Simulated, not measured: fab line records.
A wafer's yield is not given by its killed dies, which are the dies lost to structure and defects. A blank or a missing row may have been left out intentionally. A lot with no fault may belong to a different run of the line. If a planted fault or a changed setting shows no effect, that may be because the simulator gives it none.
fab line records | flow sky130
record lots=6 wafers=18 lastDay=50
route steps=708 shown CONTACT@423 METAL1@434 PAD_OPEN@708
lots untouched by any fault: they come from a run of this same line in which no faults occurred
startH: hours from the record's opening day to when the first of the lot's shown wafers began | waitH: hours from the lot's prior step to this one | " as in the row above | L1.1+2: a row that stands for several wafers | - no value, or no start given | * or withheld: withheld | < > ~ a bound
route shown NAME@n: names a module that has steps shown in the file, with the first one's number in the route | usual: mean/standard deviation taken from wafers without a fault | same: alike in all rows | chamber/n: place in a boat | sites: the reading at each site | _std_site: the values' standard deviation | _edge_site: outer sites' mean less inner sites' | radiusMm: how far each site lies from the wafer's centre | mask NAME#n: copy n | behind: the last tool/chamber to shape the wafer | hold: reason for holding the lot/hours on hold/outcome of the hold | device: which transistor (n, p or np) failed to switch | end of line: tests of these same wafers at the route's end | a step with no rows: only its recipe | killed: not the wafer's yield, but the dies lost to structure and defects at the first sort | map: dies across one wafer; x = killed, . = not, _ = none there
set.NAME: setting as actually run; set.NAME@STEP: the setting as run at that earlier step | model.NAME: the simulator's own value behind a step, which no gauge read
certain route steps with their lots: each step a table, each wafer a row
services: the hour from which a tool's chamber was out of use, counted from the record's first day as startH (under 0 if before that day), plus the number of hours and why
## steps
# step SKY_CONTACT_ETCH_17
# recipe target=SiO2 chemistry=C4F8/O2/Ar stopOn=Si3N4 maskMaterial=KrF-thick sourceW=1500 biasW=1200 pressureMtorr=40 c4f8FlowSccm=withheld O2_flow_sccm=6 Ar_flow_sccm=300 timeS=withheld targetDepthA=3400
# step SKY_CONTACT_ETCH_18
# recipe target=Si3N4 chemistry=CHF3/O2 stopOn=TiN sourceW=600 biasW=200 pressureMtorr=40 chf3FlowSccm=50 O2_flow_sccm=5 timeS=39 targetDepthA=750
# usual biasW=200.1/0.61 drypumpMotorCurrentA=5.7/0.31 oesProductAu=0.853/0.0081 rfFwdPowerW=593.0/2.7 throttleValvePct=8.791/0.01
# columns lot.wafer tool chamber startH waitH biasW drypumpMotorCurrentA oesProductAu rfFwdPowerW rfHoursCounterH throttleValvePct
L928.3 rieDiel-03 0 - - 200.6 5.9 0.846 594.9 6 8.780
L928.4 " 3 " " 199.3 5.6 0.852 591.6 3 8.792
L928.5 " 0 " " 200.5 5.9 0.850 595.4 - 8.789
L930.2 rieDiel-01 2 - - 198.5 6.1 0.852 593.0 15 8.786
L930.4 " 3 " " 199.3 6.0 0.854 592.2 19 8.790
L930.6 " 3 " " 198.7 6.0 0.863 592.6 - 8.807
L939.2 rieDiel-03 2 - - 200.6 5.4 0.851 591.0 18 8.791
L939.4 " 3 " " 199.8 5.6 0.847 591.7 6 8.778
L939.5 " 1 " " 200.5 6.0 0.848 588.8 - 8.792
L943.1 rieDiel-02 1 - - 200.5 5.9 0.847 594.6 9 8.779
L943.4 " 2 " " 201.2 5.5 0.865 592.4 - 8.812
L943.6 " 3 " " 199.5 5.2 0.859 589.1 - 8.768
L946.3 rieDiel-02 1 - - 199.9 5.9 0.863 594.8 10 8.773
L946.4 " 3 " " 199.5 5.2 0.847 587.7 1 8.789
L946.5 " 2 " " 201.5 5.5 0.857 597.4 - 8.801
L951.1 rieDiel-01 1 - - 201.5 5.7 0.852 590.3 19 8.795
L951.2 " 0 " " 201.4 6.2 0.848 592.1 18 8.790
L951.6 " 1 " " 199.7 5.7 0.862 592.4 - 8.796
# step SKY_CONTACT_STRIP_19
# recipe chemistry=O2/N2 powerW=1372 pressureMtorr=1500 platenTempC=withheld o2FlowSccm=3000 n2FlowSccm=300 overashFraction=0.5
# usual drypumpMotorCurrentA=5.5/0.41 oesProductAu=0.381/0.0045 stripTimeToEndpointS=3.66/0.033
# columns lot.wafer tool chamber startH waitH drypumpMotorCurrentA oesProductAu rfHoursCounterH stripTimeToEndpointS
L928.3 plasmaAsher-03 0 739.25 - 4.8 0.380 - 3.65
L928.4 " 1 " " 5.0 0.383 - 3.70
L928.5 " 1 " " 5.0 0.380 - 3.64
L930.2 plasmaAsher-03 0 746.31 - 4.8 0.377 60 3.68
L930.4 " 1 " " 5.0 0.378 - 3.64
L930.6 " 1 " " 5.0 0.375 - 3.64
L939.2 plasmaAsher-04 1 812.70 - 5.7 0.381 7 3.65
L939.4 " 0 " " 5.6 0.391 - 3.71
L939.5 " 0 " " 5.6 0.382 - 3.68
L943.1 plasmaAsher-04 0 845.40 - 5.6 0.379 11 3.67
L943.4 " 0 " " 5.6 0.382 - 3.65
L943.6 " 1 " " 5.7 0.373 - 3.65
L946.3 plasmaAsher-01 1 866.30 - 5.7 0.382 - 3.68
L946.4 " 0 " " 6.0 0.384 - 3.65
L946.5 " 1 " " 5.8 0.391 - 3.64
L951.1 plasmaAsher-04 0 911.90 - 5.6 0.380 18 3.70
L951.2 " 1 " " 5.7 0.382 18 3.68
L951.6 " 0 " " 5.6 0.391 - 3.69
# step SKY_CONTACT_STRIP_20
# recipe chemistry=postEtchResidueRemover timeS=1200 tempC=72.5
# step SKY_CONTACT_CLEAN_21
# recipe chemistry=IPA timeS=180 tempC=25
# step SKY_CONTACT_CLEAN_22
# recipe chemistry=O3/DIW dry=n2Spin
# step SKY_CONTACT_SPUTTER_23
# recipe material=TiN targetThkNm=20 chamberPressurePa=5 powerW=4000 timeS=80
# usual throttleValvePct=30.4/1.2
# columns lot.wafer tool chamber startH waitH throttleValvePct
L928.3 pvdSputter-03 - 739.80 0.0 30.8
L928.4 " - " " 31.7
L928.5 " - " " 29.4
L930.2 pvdSputter-01 - 746.99 0.0 32.8
L930.4 " - " " 29.1
L930.6 " - " " 29.9
L939.2 pvdSputter-01 - 813.29 0.0 29.9
L939.4 " - " " 32.5
L939.5 " - " " 29.2
L943.1 pvdSputter-03 - 846.00 0.0 29.4
L943.4 " - " " 29.1
L943.6 " - " " 29.3
L946.3 pvdSputter-04 - 866.86 0.0 30.6
L946.4 " - " " 31.0
L946.5 " - " " 29.5
L951.1 pvdSputter-03 - 912.51 0.0 28.9
L951.2 " - " " 31.6
L951.6 " - " " 31.6
# step SKY_CONTACT_CVD_24
# recipe material=W targetThkNm=340 timeS=102.12 tempC=400 pressureTorr=40
# step SKY_CONTACT_RS_MEAS_25
# recipe thkMeasGauge=four-point-probe reads=W_of_CONTACT_CVD_24+TiN_of_CONTACT_SPUTTER_23
# usual CONTACT_W_RS=0.337/0.0033
# columns lot.wafer tool chamber startH waitH CONTACT_W_RS[ohm/sq]
L928.3 filmMetro-04 - 740.02 0.1 0.335
L928.4 " - " " 0.340
L928.5 " - " " 0.336
L930.2 filmMetro-01 - 747.18 0.1 0.339
L930.4 " - " " 0.338
L930.6 " - " " 0.336
L939.2 filmMetro-01 - 813.48 0.1 0.341
L939.4 " - " " 0.341
L939.5 " - " " 0.341
L943.1 filmMetro-04 - 846.17 0.1 0.336
L943.4 " - " " 0.338
L943.6 " - " " 0.336
L946.3 filmMetro-04 - 867.07 0.1 0.340
L946.4 " - " " 0.342
L946.5 " - " " 0.339
L951.1 filmMetro-01 - 912.68 0.1 0.341
L951.2 " - " " 0.335
L951.6 " - " " 0.340
# step SKY_CONTACT_THK_MEAS_26
# recipe thkMeasGauge=xrf reads=W_of_CONTACT_CVD_24
# usual CONTACT_W_THK=342/4.7
# columns lot.wafer tool chamber startH waitH CONTACT_W_THK[nm]
L928.3 filmMetro-04 - 740.12 0.1 345
L928.4 " - " " 340
L928.5 " - " " 346
L930.2 filmMetro-01 - 747.29 0.1 337
L930.4 " - " " 342
L930.6 " - " " 345
L939.2 filmMetro-01 - 813.59 0.1 347
L939.4 " - " " 348
L939.5 " - " " 344
L943.1 filmMetro-04 - 846.29 0.1 346
L943.4 " - " " 345
L943.6 " - " " 347
L946.3 filmMetro-04 - 867.17 0.1 347
L946.4 " - " " 345
L946.5 " - " " 348
L951.1 filmMetro-01 - 912.80 0.1 343
L951.2 " - " " 348
L951.6 " - " " 345
# step SKY_CONTACT_CMP_27
# recipe stopOn=SiO2 tOverpolishS=15 downForcePsi=3.5 platenRpm=60 targetThkNm=0 padVelocityMS=0.94248
# usual motorCurrentA=11.7/1.1 overpolishRunS=15.000/0.0082 timeToEndpointS=84/3.9
# columns lot.wafer tool chamber startH waitH motorCurrentA overpolishRunS timeToEndpointS
L928.3 cmp-01 2 740.26 0.1 13.8 14.989 80
L928.4 " 3 " " 10.8 15.010 86
L928.5 " 1 " " 11.7 14.996 82
L930.4 cmp-02 0 747.39 0.1 11.3 14.990 82
L930.2 " 2 " " 11.2 14.999 75
L930.6 " 3 " " 13.3 14.987 92
L939.4 cmp-02 2 813.64 0.0 11.4 15.010 75
L939.2 " 0 " " 11.7 14.993 83
L939.5 " 3 " " 12.7 14.997 89
L943.4 cmp-01 0 846.35 0.0 10.2 15.001 85
L943.1 " 2 " " 12.9 15.008 83
L943.6 " 1 " " 11.8 15.008 85
L946.4 cmp-01 0 867.30 0.1 10.1 14.999 86
L946.3 " 2 " " 12.7 15.001 84
L946.5 " 0 " " 10.4 15.001 86
L951.2 cmp-01 1 912.91 0.1 11.3 15.011 82
L951.1 " 3 " " 10.9 15.003 83
L951.6 " 1 " " 12.8 15.000 80
# step SKY_METAL1_SPUTTER_00
# recipe material=Ti targetThkNm=15 powerW=3000 timeS=10 chamberPressurePa=0.4
# usual throttleValvePct=30.3/1.3
# columns lot.wafer tool chamber startH waitH throttleValvePct
L928.3 pvdSputter-01 - 740.46 0.1 29.7
L928.4 " - " " 32.6
L928.5 " - " " 29.3
L930.2 pvdSputter-03 - 747.64 0.1 31.5
L930.4 " - " " 29.4
L930.6 " - " " 30.7
L939.2 pvdSputter-01 - 813.94 0.1 32.4
L939.4 " - " " 32.4
L939.5 " - " " 29.7
L943.1 pvdSputter-01 - 846.65 0.1 29.7
L943.4 " - " " 29.3
L943.6 " - " " 32.2
L946.3 pvdSputter-03 - 867.55 0.1 29.2
L946.4 " - " " 28.9
L946.5 " - " " 31.6
L951.1 pvdSputter-03 - 913.16 0.1 29.3
L951.2 " - " " 30.6
L951.6 " - " " 29.2
# step SKY_METAL1_SPUTTER_01
# recipe material=TiN targetThkNm=20 powerW=6500 timeS=16.7 chamberPressurePa=0.4
# usual throttleValvePct=30.3/1.3
# columns lot.wafer tool chamber startH waitH throttleValvePct model.TiN_of_METAL1_SPUTTER_01.thkNm
L928.3 pvdSputter-01 - 740.48 0.0 29.5 20.17
L928.4 " - " " 33.0 20.17
L928.5 " - " " 29.4 19.93
L930.2 pvdSputter-03 - 747.66 0.0 31.6 20.09
L930.4 " - " " 29.2 20.1
L930.6 " - " " 30.6 20.33
L939.2 pvdSputter-01 - 813.97 0.0 32.2 18.22
L939.4 " - " " 32.6 18.31
L939.5 " - " " 29.7 18.53
L943.1 pvdSputter-01 - 846.67 0.0 29.6 18.27
L943.4 " - " " 29.3 17.86
L943.6 " - " " 32.2 18.03
L946.3 pvdSputter-03 - 867.57 0.0 29.5 20.66
L946.4 " - " " 29.0 20.54
L946.5 " - " " 31.6 20.41
L951.1 pvdSputter-03 - 913.18 0.0 29.4 20.32
L951.2 " - " " 31.0 20.13
L951.6 " - " " 29.4 20.37
# step SKY_METAL1_SPUTTER_02
# recipe material=AlCu targetThkNm=250 powerW=10600 timeS=13.3 chamberPressurePa=0.4
# step SKY_PAD_OPEN_PROBE_99
# usual defectLimitedYield=82.6/2 killed_at_M0_to_M3=43/7.1 killed_at_M4_up=3.0/1.9 killedAtContacts=24/5 killedAtFrontEnd=15/4.3 killedAtOther=0.3/0.5 killedDies=85/9.6 killedOpen=46/7.1 killedShort=39/6.8 sort_bin_3_pad_short=0.9/0.42 sort_bin_5_function=10.2/1.4 sort_bin_6_memory=6.3/1.2 sortNPass=407/9.6 sortYieldPct=82.6/2
# same grossDies=492 killedAtBackSide=0 sort_bin_4_leakage[%]=0 sort_bin_8_speed[%]=0
# columns lot.wafer tool chamber startH waitH defectLimitedYield[%] killed_at_M0_to_M3 killed_at_M4_up killedAtContacts killedAtFrontEnd killedAtOther killedDies killedOpen killedShort sort_bin_3_pad_short[%] sort_bin_5_function[%] sort_bin_6_memory[%] sortNPass sortYieldPct[%]
L939.2 prober-01 - 1131.11 0.1 83.1 39 4 24 15 1 83 46 37 1.2 10.0 5.7 409 83.1
L939.4 prober-01 - 1131.21 0.2 82.3 46 3 31 7 0 87 51 36 0.6 11.0 6.1 405 82.3
L939.5 prober-01 - 1131.26 0.2 83.3 50 4 17 11 0 82 42 40 0.6 10.6 5.5 410 83.3
L943.1 prober-02 - 1154.68 0.1 82.3 54 2 19 12 0 87 54 33 0.4 10.2 7.1 405 82.3
L943.4 prober-02 - 1154.83 0.2 83.7 36 3 25 16 0 80 48 32 1.2 8.7 6.3 412 83.7
L943.6 prober-02 - 1154.93 0.2 82.1 50 2 27 9 0 88 44 44 1.0 9.6 7.3 404 82.1
L946.3 prober-02 - 1172.20 0.2 82.7 30 5 30 19 1 85 44 41 0 10.0 7.3 407 82.7
L946.4 prober-02 - 1172.25 0.2 80.9 47 2 28 17 0 94 50 44 1.6 11.0 6.5 398 80.9
L946.5 prober-02 - 1172.30 0.2 82.3 42 5 30 10 0 87 46 41 1.2 9.8 6.7 405 82.3
L951.1 prober-02 - 1198.73 0.1 87.2 34 7 12 10 0 63 33 30 0.8 8.1 3.9 429 87.2
L951.2 prober-02 - 1198.78 0.1 81.7 44 2 22 21 1 90 53 37 1.4 9.1 7.7 402 81.7
L951.6 prober-02 - 1198.98 0.2 84.8 44 1 21 9 0 75 37 38 0.4 10.4 4.5 417 84.8
# killed by level:class
L939.2 VIA1:geometricParticle:open=8 CONTACT:geometricParticle:open=8 LOCAL_INTERCONNECT:geometricParticle:short=7 METAL2:geometricParticle:short=7 VIA3:geometricParticle:open=7 POLY_GATE:geometricParticle:open=6 LI_CONTACT:geometricParticle:open=6 METAL1:geometricParticle:short=4
L939.4 LI_CONTACT:geometricParticle:open=13 VIA1:geometricParticle:open=12 CONTACT:geometricParticle:open=7 CONTACT:geometricParticle:short=7 VIA3:geometricParticle:open=7 METAL1:geometricParticle:short=5 METAL2:geometricParticle:short=5 VIA2:geometricParticle:open=4
L939.5 VIA3:geometricParticle:open=14 VIA1:geometricParticle:open=8 METAL1:geometricParticle:short=7 CONTACT:geometricParticle:open=6 METAL2:geometricParticle:short=6 FIELD_ISO:geometricParticle:short=5 VIA2:geometricParticle:open=4 POLY_GATE:geometricParticle:short=3
L943.1 VIA1:geometricParticle:open=17 CONTACT:geometricParticle:open=9 VIA3:geometricParticle:open=7 VIA2:geometricParticle:open=7 VIA1:geometricParticle:short=6 POLY_GATE:geometricParticle:open=5 POLY_GATE:geometricParticle:short=4 VIA2:geometricParticle:short=4
L943.4 VIA1:geometricParticle:open=12 CONTACT:geometricParticle:open=10 POLY_GATE:geometricParticle:open=5 LI_CONTACT:geometricParticle:open=5 LOCAL_INTERCONNECT:geometricParticle:short=5 VIA2:geometricParticle:open=5 METAL3:geometricParticle:short=5 METAL2:geometricParticle:short=4
L943.6 VIA1:geometricParticle:open=10 METAL1:geometricParticle:short=8 LI_CONTACT:geometricParticle:open=7 CONTACT:geometricParticle:short=7 METAL2:geometricParticle:short=7 CONTACT:geometricParticle:open=6 LOCAL_INTERCONNECT:geometricParticle:short=5 METAL2:geometricParticle:open=5
L946.3 CONTACT:geometricParticle:open=12 METAL2:geometricParticle:short=8 FIELD_ISO:geometricParticle:short=7 LI_CONTACT:geometricParticle:open=6 FIELD_ISO:geometricParticle:open=5 CONTACT:geometricParticle:short=5 VIA2:geometricParticle:open=5 VIA3:geometricParticle:open=5
L946.4 CONTACT:geometricParticle:open=10 CONTACT:geometricParticle:short=7 POLY_GATE:geometricParticle:open=7 VIA1:geometricParticle:open=7 LOCAL_INTERCONNECT:geometricParticle:short=6 VIA2:geometricParticle:open=6 VIA3:geometricParticle:open=6 METAL2:geometricParticle:short=5
L946.5 CONTACT:geometricParticle:open=14 LI_CONTACT:geometricParticle:open=8 VIA1:geometricParticle:open=7 METAL2:geometricParticle:short=7 METAL1:geometricParticle:short=6 METAL4:geometricParticle:short=5 VIA2:geometricParticle:open=5 VIA3:geometricParticle:short=5
L951.1 VIA3:geometricParticle:open=10 FIELD_ISO:geometricParticle:short=7 LI_CONTACT:geometricParticle:open=5 VIA1:geometricParticle:short=5 VIA2:geometricParticle:open=5 METAL4:geometricParticle:short=4 VIA1:geometricParticle:open=4 METAL2:geometricParticle:short=4
L951.2 VIA1:geometricParticle:open=15 CONTACT:geometricParticle:open=10 FIELD_ISO:geometricParticle:open=7 POLY_GATE:geometricParticle:short=6 VIA3:geometricParticle:open=5 CONTACT:geometricParticle:short=4 LI_CONTACT:geometricParticle:short=4 METAL2:geometricParticle:short=4
L951.6 VIA1:geometricParticle:open=12 CONTACT:geometricParticle:open=9 VIA1:geometricParticle:short=7 LOCAL_INTERCONNECT:geometricParticle:short=5 VIA2:geometricParticle:short=5 FIELD_ISO:geometricParticle:short=4 METAL1:geometricParticle:short=4 VIA3:geometricParticle:short=4
## services
# columns tool chamber startH hours kind
cmp-01 - 718.83 3.2 repair
rieDiel-01 3 725.52 11.8 repair
cmp-01 - 726.38 2.6 repair
rieDiel-02 - 727.87 0.5 repair
pvdSputter-03 - 733.18 5.5 repair
plasmaAsher-04 - 733.75 9.0 pm
rieDiel-03 1 740.47 22.8 repair
cmp-01 - 744.41 4.0 pm
pvdSputter-01 - 747.98 4.6 repair
rieDiel-01 - 750.27 14.6 pm
pvdSputter-01 - 756.17 1.2 repair
cmp-02 - 758.67 1.4 repair
rieDiel-03 - 760.45 2.8 pm
rieDiel-03 - 767.54 14.6 pm
pvdSputter-03 - 771.11 24.2 repair
cmp-02 - 774.78 0.4 repair
rieDiel-01 0 784.20 4.1 repair
rieDiel-02 - 812.82 4.3 pm
rieDiel-01 2 835.32 6.4 repair
cmp-01 - 839.32 2.2 repair
plasmaAsher-04 - 844.27 0.9 repair
cmp-01 - 861.40 5.5 pm
cmp-01 - 892.18 2.2 repair
pvdSputter-01 - 906.83 1.0 repair
## key
firstSign none at tools or gauges
modelEffect step=SKY_METAL1_SPUTTER_01 value=TiN_of_METAL1_SPUTTER_01.thkNm without=19.93 struck=18.2
metAt SKY_METAL1_SPUTTER_01
struckWafers L939.2,L939.4,L939.5,L943.1,L943.4,L943.6
onsetBetween 740.48 813.97
alsoFits SKY_METAL1_SPUTTER_00:pvdSputter-01
fault kind=processParameterDrift tool=pvdSputter-01 chamber=- onsetH=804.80 steps=SKY_METAL1_SPUTTER_01 channel=timeS offset=* shape=step endH=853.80 actsIn=* stated=*
